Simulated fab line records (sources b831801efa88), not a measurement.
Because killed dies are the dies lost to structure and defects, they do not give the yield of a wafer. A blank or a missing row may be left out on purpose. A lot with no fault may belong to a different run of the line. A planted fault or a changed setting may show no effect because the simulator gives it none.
Matching of chambers || flow sky130 || 4 sister chambers for SKY_VIA4_ETCH_12 on rie-diel-04
The step etches SiO2 in C4F8/O2/Ar, stops on TiN, target depth 580 nm. 4 wafers are shown with their chamber, then 10 later ones without.

## EACH WAFER AND ITS CHAMBER
{"wafer": "L090.2", "chamber": 2, "oes-product-au (a.u.)": 0.930}
{"wafer": "L090.3", "chamber": 3, "oes-product-au (a.u.)": 0.924}
{"wafer": "L094.1", "chamber": 0, "oes-product-au (a.u.)": 0.927}
{"wafer": "L094.3", "chamber": 1, "oes-product-au (a.u.)": 0.938}

## WAFERS WITH NO CHAMBER GIVEN
{"wafer": "L094.4", "oes-product-au (a.u.)": 0.934}
{"wafer": "L095.1", "oes-product-au (a.u.)": 0.930}
{"wafer": "L095.2", "oes-product-au (a.u.)": 0.927}
{"wafer": "L095.3", "oes-product-au (a.u.)": 0.927}
{"wafer": "L095.4", "oes-product-au (a.u.)": 0.926}
{"wafer": "L095.5", "oes-product-au (a.u.)": 0.925}
{"wafer": "L095.6", "oes-product-au (a.u.)": 0.922}
{"wafer": "L097.1", "oes-product-au (a.u.)": 0.930}
{"wafer": "L097.2", "oes-product-au (a.u.)": 0.920}
{"wafer": "L097.5", "oes-product-au (a.u.)": 0.923}

## CHAMBER TAKEN BY EACH
{"wafer": "L094.4", "from the rows above": "can't be placed: 1 or 2 or 0", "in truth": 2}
{"wafer": "L095.1", "from the rows above": "can't be placed: 2 or 0", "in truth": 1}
{"wafer": "L095.2", "from the rows above": "can't be placed: 0 or 2 or 3", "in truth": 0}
{"wafer": "L095.3", "from the rows above": "can't be placed: 0 or 2 or 3", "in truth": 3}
{"wafer": "L095.4", "from the rows above": "can't be placed: 0 or 3 or 2", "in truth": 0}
{"wafer": "L095.5", "from the rows above": "can't be placed: 3 or 0", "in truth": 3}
{"wafer": "L095.6", "from the rows above": "can't be placed: 3 or 0", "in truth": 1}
{"wafer": "L097.1", "from the rows above": "can't be placed: 2 or 0", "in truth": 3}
{"wafer": "L097.2", "from the rows above": "can't be placed: 3 or 0", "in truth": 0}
{"wafer": "L097.5", "from the rows above": "can't be placed: 3 or 0", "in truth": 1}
Correct placement for 0 of the 10. Not placeable from these rows: 10 (in 6, the candidates include the true chamber). Wrongly placed: 0.
How it was worked out, from the rows above alone: a wafer's distance from a chamber is the root of the sum, over the readings, of the square of ((its reading less the chamber's mean) divided by the reading's scatter). The wafer belongs to the nearest chamber; if the next one is less than 2 further off, it can't be placed. For every chamber, the mean is computed from those of its wafers that are shown. The scatter: with one shown wafer a chamber, the root of the mean of the squares of how far each hidden wafer lies from its nearest shown one.
